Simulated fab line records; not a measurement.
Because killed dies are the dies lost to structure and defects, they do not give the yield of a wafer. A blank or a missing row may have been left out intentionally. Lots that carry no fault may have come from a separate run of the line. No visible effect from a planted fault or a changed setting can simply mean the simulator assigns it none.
The tool behind it: which one?    flow sky130    45 wafers from 15 lots sampled at 6 of the route's 708 steps

## WHAT EACH GAUGE READ, for each wafer
SKY_NWELL_TW_MEAS_26. Usual: NWELL_2_TW 499.7, standard deviation 2.2.
lot   measured      on             NWELL_2_TW         flag
L225  day 5 12:41   film_metro-03  501.2 500.7 499.6  
L226  day 5 15:50   film_metro-04  499.4 497.9 499.1  
L227  day 5 23:29   film_metro-03  500.0 503.7 503.1  
L228  day 6 06:40   film_metro-04  30.0 30.0 30.1     OFF
L229  day 6 21:49   film_metro-04  30.1 30.0 30.1     OFF
L230  day 6 22:54   film_metro-03  30.1 30.1 30.2     OFF
L236  day 8 15:45   film_metro-04  499.3 498.9 497.9  
L237  day 8 20:33   film_metro-04  500.5 497.5 501.8  
L238  day 9 04:55   film_metro-03  503.8 503.3 501.7  
L239  day 9 07:25   film_metro-04  501.2 501.5 501.2  
L241  day 9 15:53   film_metro-03  498.9 499.6 498.6  
L242  day 9 19:21   film_metro-04  500.5 498.9 500.7  
L246  day 10 21:43  film_metro-04  496.4 496.5 499.0  
L247  day 11 06:32  film_metro-02  501.5 499.3 500.6  
L248  day 11 10:08  film_metro-02  501.7 502.3 502.1  

## WHICH TOOL RAN EACH LOT (tool, then ch and the chambers of the sampled wafers, then the start)
lot   SKY_FIELD_ISO_ETCH_15              SKY_FIELD_ISO_CMP_27          SKY_DNWELL_STRIP_08                  SKY_NWELL_STRIP_14                    SKY_NWELL_STRIP_25
L225  rie_diel-02 ch 0,1,2, day 2 06:45  cmp-02 ch 0,1,3, day 2 11:23  plasma_asher-01 ch 0,1, day 3 07:09  plasma_asher-02 ch 0,1, day 4 18:53   plasma_asher-04 ch 0,1, day 5 12:35
L226  rie_diel-04 ch 0,1,2, day 2 12:18  cmp-02 ch 1,2,3, day 2 15:41  plasma_asher-02 ch 0,1, day 3 11:36  plasma_asher-02 ch 0,1, day 4 22:26   plasma_asher-04 ch 0,1, day 5 15:44
L227  rie_diel-03 ch 1,2,3, day 2 16:06  cmp-02 ch 0,1,3, day 2 20:30  plasma_asher-01 ch 0,1, day 3 17:25  plasma_asher-04 ch 0,1, day 5 04:49   plasma_asher-02 ch 0,1, day 5 23:23
L228  rie_diel-03 ch 1,2,3, day 3 00:15  cmp-02 ch 0,1,3, day 3 03:43  plasma_asher-02 ch 0,1, day 3 23:03  plasma_asher-02 ch 0,1, day 5 11:14   plasma_asher-04 ch 0,1, day 6 06:34
L229  rie_diel-03 ch 1,2,3, day 3 06:04  cmp-02 ch 2,3, day 3 13:07    plasma_asher-02 ch 0,1, day 4 12:02  plasma_asher-04 ch 0,1, day 6 01:01   plasma_asher-03 ch 0,1, day 6 21:43
L230  rie_diel-04 ch 2,3, day 3 08:31    cmp-02 ch 1,2,3, day 3 16:17  plasma_asher-04 ch 0, day 4 12:09    plasma_asher-04 ch 1, day 6 01:56     plasma_asher-02 ch 0,1, day 6 22:47
L236  rie_diel-02 ch 0,1,2, day 4 15:03  cmp-01 ch 0,3, day 5 00:28    plasma_asher-02 ch 1, day 6 00:58    plasma_asher-02 ch 0, day 7 18:41     plasma_asher-02 ch 1, day 8 15:38
L237  rie_diel-04 ch 0,1,2, day 4 21:16  cmp-01 ch 1,2,3, day 5 05:01  plasma_asher-04 ch 0, day 6 03:55    plasma_asher-02 ch 0, day 7 22:29     plasma_asher-04 ch 0,1, day 8 20:26
L238  rie_diel-03 ch 1,3, day 5 01:37    cmp-01 ch 0,1,2, day 5 10:52  plasma_asher-01 ch 0,1, day 6 11:29  plasma_asher-02 ch 0,1, day 8 07:01   plasma_asher-04 ch 0,1, day 9 04:50
L239  rie_diel-04 ch 0,1, day 5 05:45    cmp-01 ch 1,2,3, day 5 14:31  plasma_asher-02 ch 0,1, day 6 13:08  plasma_asher-02 ch 0,1, day 8 09:14   plasma_asher-02 ch 0,1, day 9 07:20
L241  rie_diel-03 ch 0,1,2, day 5 18:22  cmp-01 ch 0,1, day 5 22:53    plasma_asher-04 ch 0,1, day 6 21:15  plasma_asher-03 ch 0,1, day 8 17:39   plasma_asher-04 ch 0,1, day 9 15:47
L242  rie_diel-04 ch 0,1, day 5 22:18    cmp-02 ch 0,1,2, day 6 02:47  plasma_asher-01 ch 0,1, day 7 01:22  plasma_asher-02 ch 1, day 8 21:05     plasma_asher-02 ch 0,1, day 9 19:14
L246  rie_diel-03 ch 0,1,3, day 6 20:34  cmp-01 ch 0,2,3, day 7 02:38  plasma_asher-01 ch 0,1, day 8 02:39  plasma_asher-03 ch 0,1, day 9 22:34   plasma_asher-03 ch 0,1, day 10 21:37
L247  rie_diel-02 ch 1,2, day 7 01:45    cmp-02 ch 1,2, day 7 05:30    plasma_asher-04 ch 0,1, day 8 08:09  plasma_asher-03 ch 1, day 10 06:07    plasma_asher-03 ch 0,1, day 11 06:25
L248  rie_diel-02 ch 1,2,3, day 7 08:04  cmp-02 ch 0,2,3, day 7 12:02  plasma_asher-02 ch 0,1, day 8 12:39  plasma_asher-02 ch 0,1, day 10 09:44  plasma_asher-04 ch 0,1, day 11 10:02
- SKY_FIELD_ISO_ETCH_15: etches the open film in CHF3/O2, stops on Si, target depth 180 nm, time 72 s.
- SKY_FIELD_ISO_CMP_27: polishes, stops on Si3N4, t overpolish 16 s, target thk 457.8 nm.
- SKY_DNWELL_STRIP_08: strips in O2/N2.
- SKY_NWELL_STRIP_14: strips in O2/N2.
- SKY_NWELL_STRIP_25: strips in O2/N2.

## AS READ BY THE TOOLS THEMSELVES (means over the sampled wafers that have a number; for cases with no such wafer, the mark the record gives instead)
SKY_FIELD_ISO_ETCH_15. Usual: drypump_motor_current_A 5.7 A, standard deviation 0.55; oes_product_au 0.945 a.u., standard deviation 0.0066; throttle_valve_pct 8.844 %, standard deviation 0.0093.
lot   tool         drypump_motor_current_A (A)  oes_product_au (a.u.)  throttle_valve_pct (%)  flag
L225  rie_diel-02  5.5                          0.947                  8.852                   
L226  rie_diel-04  5.7                          0.948                  8.835                   
L227  rie_diel-03  6.2                          0.943                  8.839                   
L228  rie_diel-03  6.2                          0.937                  8.840                   
L229  rie_diel-03  6.2                          0.944                  8.841                   
L230  rie_diel-04  5.6                          0.945                  8.846                   
L236  rie_diel-02  5.5                          0.950                  8.840                   
L237  rie_diel-04  5.6                          0.941                  8.841                   
L238  rie_diel-03  6.5                          0.947                  8.842                   
L239  rie_diel-04  5.5                          0.935                  8.849                   
L241  rie_diel-03  5.7                          0.951                  8.844                   
L242  rie_diel-04  5.4                          0.942                  8.847                   
L246  rie_diel-03  5.9                          0.939                  8.845                   
L247  rie_diel-02  5.4                          0.937                  8.843                   
L248  rie_diel-02  5.7                          0.942                  8.850                   

SKY_FIELD_ISO_CMP_27. Usual: motor_current_A 12.2 A, standard deviation 0.88; overpolish_run_s 16.001 s, standard deviation 0.0095; time_to_endpoint_s 111 s, standard deviation 4.8.
lot   tool    motor_current_A (A)  overpolish_run_s (s)  time_to_endpoint_s (s)  flag
L225  cmp-02  12.4                 16.003                110                     
L226  cmp-02  11.9                 16.003                113                     
L227  cmp-02  12.4                 16.003                112                     
L228  cmp-02  12.9                 16.002                113                     
L229  cmp-02  11.5                 16.001                111                     
L230  cmp-02  12.0                 16.005                116                     
L236  cmp-01  12.2                 16.005                106                     
L237  cmp-01  12.0                 16.001                107                     
L238  cmp-01  12.1                 15.995                106                     
L239  cmp-01  12.3                 15.999                110                     
L241  cmp-01  12.0                 15.998                107                     
L242  cmp-02  12.4                 15.999                111                     
L246  cmp-01  12.7                 16.001                103                     
L247  cmp-02  11.3                 16.004                117                     
L248  cmp-02  11.9                 15.998                115                     

SKY_DNWELL_STRIP_08. Usual: chamber_pressure_mTorr 1500.1 mTorr, standard deviation 1.3; drypump_motor_current_A 5.9 A, standard deviation 0.65; n2_flow_sccm 300.0 sccm, standard deviation 0.96; oes_product_au 0.723 a.u., standard deviation 0.005; strip_time_to_endpoint_s 36.93 s, standard deviation 0.12.
lot   tool             chamber_pressure_mTorr (mTorr)  drypump_motor_current_A (A)  n2_flow_sccm (sccm)  oes_product_au (a.u.)  strip_time_to_endpoint_s (s)  flag
L225  plasma_asher-01  1499.8                          6.1                          300.2                0.726                  37.01                         
L226  plasma_asher-02  1501.2                          6.0                          301.1                0.718                  36.92                         
L227  plasma_asher-01  1500.8                          6.1                          299.4                0.720                  36.96                         
L228  plasma_asher-02  1500.0                          6.0                          300.0                0.722                  36.84                         
L229  plasma_asher-02  1499.6                          5.4                          300.3                0.725                  36.93                         
L230  plasma_asher-04  1499.7                          5.8                          300.4                0.725                  36.94                         
L236  plasma_asher-02  1499.8                          6.6                          300.7                0.716                  36.64                         
L237  plasma_asher-04  1501.5                          5.8                          299.5                0.725                  36.91                         
L238  plasma_asher-01  1500.3                          6.3                          299.5                0.722                  37.12                         
L239  plasma_asher-02  1499.8                          5.4                          298.9                0.722                  37.13                         
L241  plasma_asher-04  1500.0                          5.5                          300.3                0.727                  36.93                         
L242  plasma_asher-01  1499.3                          6.1                          300.2                0.726                  37.03                         
L246  plasma_asher-01  1499.6                          6.1                          299.4                0.726                  36.94                         
L247  plasma_asher-04  1500.6                          5.5                          299.6                0.722                  36.91                         
L248  plasma_asher-02  1499.5                          6.1                          301.7                0.720                  36.99                         

SKY_NWELL_STRIP_14. Usual: chamber_pressure_mTorr 1499.9 mTorr, standard deviation 1.3; drypump_motor_current_A 5.6 A, standard deviation 0.65; n2_flow_sccm 300.0 sccm, standard deviation 1; oes_product_au 0.722 a.u., standard deviation 0.0048; strip_time_to_endpoint_s 36.97 s, standard deviation 0.088.
lot   tool             chamber_pressure_mTorr (mTorr)  drypump_motor_current_A (A)  n2_flow_sccm (sccm)  oes_product_au (a.u.)  strip_time_to_endpoint_s (s)  flag
L225  plasma_asher-02  1499.1                          6.0                          299.3                0.720                  36.89                         
L226  plasma_asher-02  1498.2                          5.4                          301.0                0.727                  37.04                         
L227  plasma_asher-04  1499.2                          5.7                          300.1                0.721                  36.89                         
L228  plasma_asher-02  -                               -                            -                    -                      -                             OFF
L229  plasma_asher-04  -                               -                            -                    -                      -                             OFF
L230  plasma_asher-04  -                               -                            -                    -                      -                             OFF
L236  plasma_asher-02  1499.9                          4.8                          299.1                0.719                  36.87                         
L237  plasma_asher-02  1498.9                          4.8                          299.3                0.725                  36.94                         
L238  plasma_asher-02  1499.3                          6.0                          300.1                0.717                  36.92                         
L239  plasma_asher-02  1499.5                          6.0                          298.9                0.724                  37.03                         
L241  plasma_asher-03  1499.4                          5.3                          299.3                0.722                  36.85                         
L242  plasma_asher-02  1500.9                          6.7                          301.6                0.719                  36.88                         
L246  plasma_asher-03  1499.2                          5.3                          300.1                0.726                  37.09                         
L247  plasma_asher-03  1499.6                          5.1                          301.2                0.723                  36.91                         
L248  plasma_asher-02  1498.4                          6.0                          300.4                0.723                  37.01                         

SKY_NWELL_STRIP_25. Usual: chamber_pressure_mTorr 1500.0 mTorr, standard deviation 1.4; drypump_motor_current_A 5.6 A, standard deviation 0.63; n2_flow_sccm 299.9 sccm, standard deviation 0.86; oes_product_au 0.722 a.u., standard deviation 0.0047; strip_time_to_endpoint_s 36.94 s, standard deviation 0.096.
lot   tool             chamber_pressure_mTorr (mTorr)  drypump_motor_current_A (A)  n2_flow_sccm (sccm)  oes_product_au (a.u.)  strip_time_to_endpoint_s (s)  flag
L225  plasma_asher-04  1500.6                          5.7                          299.8                0.721                  36.92                         
L226  plasma_asher-04  1499.2                          5.5                          299.7                0.720                  36.94                         
L227  plasma_asher-02  1499.9                          6.0                          300.6                0.722                  36.94                         
L228  plasma_asher-04  1501.9                          5.5                          300.4                0.741                  81.15                         OFF
L229  plasma_asher-03  1500.6                          5.5                          299.2                0.741                  81.14                         OFF
L230  plasma_asher-02  1500.6                          6.1                          299.9                0.742                  81.22                         OFF
L236  plasma_asher-02  1499.9                          6.7                          298.8                0.720                  37.08                         
L237  plasma_asher-04  1500.9                          5.5                          300.6                0.720                  36.91                         
L238  plasma_asher-04  1501.2                          5.5                          300.4                0.721                  36.89                         
L239  plasma_asher-02  1500.5                          6.1                          299.2                0.724                  36.97                         
L241  plasma_asher-04  1499.6                          5.7                          299.5                0.722                  36.96                         
L242  plasma_asher-02  1499.3                          5.4                          299.8                0.724                  36.91                         
L246  plasma_asher-03  1499.1                          5.6                          301.0                0.727                  36.98                         
L247  plasma_asher-03  1499.7                          5.3                          300.9                0.722                  36.88                         
L248  plasma_asher-04  1500.2                          5.5                          299.1                0.717                  37.01                         

## THE ANSWER, worked out from the rows above alone
Rule: lot off if the mean of its wafers having a number is beyond 3 standard deviations from the usual mean. A lot without any number at a reading at which 4 lots or more have one is off too. The other lots that the step has rows for count as sound. First the gauges in route order, then the tools' own readings, where a lot's mean is used as printed above. At the first step where some lot is off, the reading lying furthest off is the one used; lots without a number count as furthest.
Off: L228, L229, L230, seen at SKY_NWELL_TW_MEAS_26 (NWELL_2_TW).
A tool fits if, at a process step before that reading, it ran every lot that is off, and no sound lot after the first of them. Not tried: the gauges at SKY_NWELL_TW_MEAS_26; whatever is off there is also off at SKY_NWELL_STRIP_14, on other tools, and gauge error can't account for it. No candidate that was tried fits.

## WHAT HAD BEEN PUT IN BY THE SIMULATOR
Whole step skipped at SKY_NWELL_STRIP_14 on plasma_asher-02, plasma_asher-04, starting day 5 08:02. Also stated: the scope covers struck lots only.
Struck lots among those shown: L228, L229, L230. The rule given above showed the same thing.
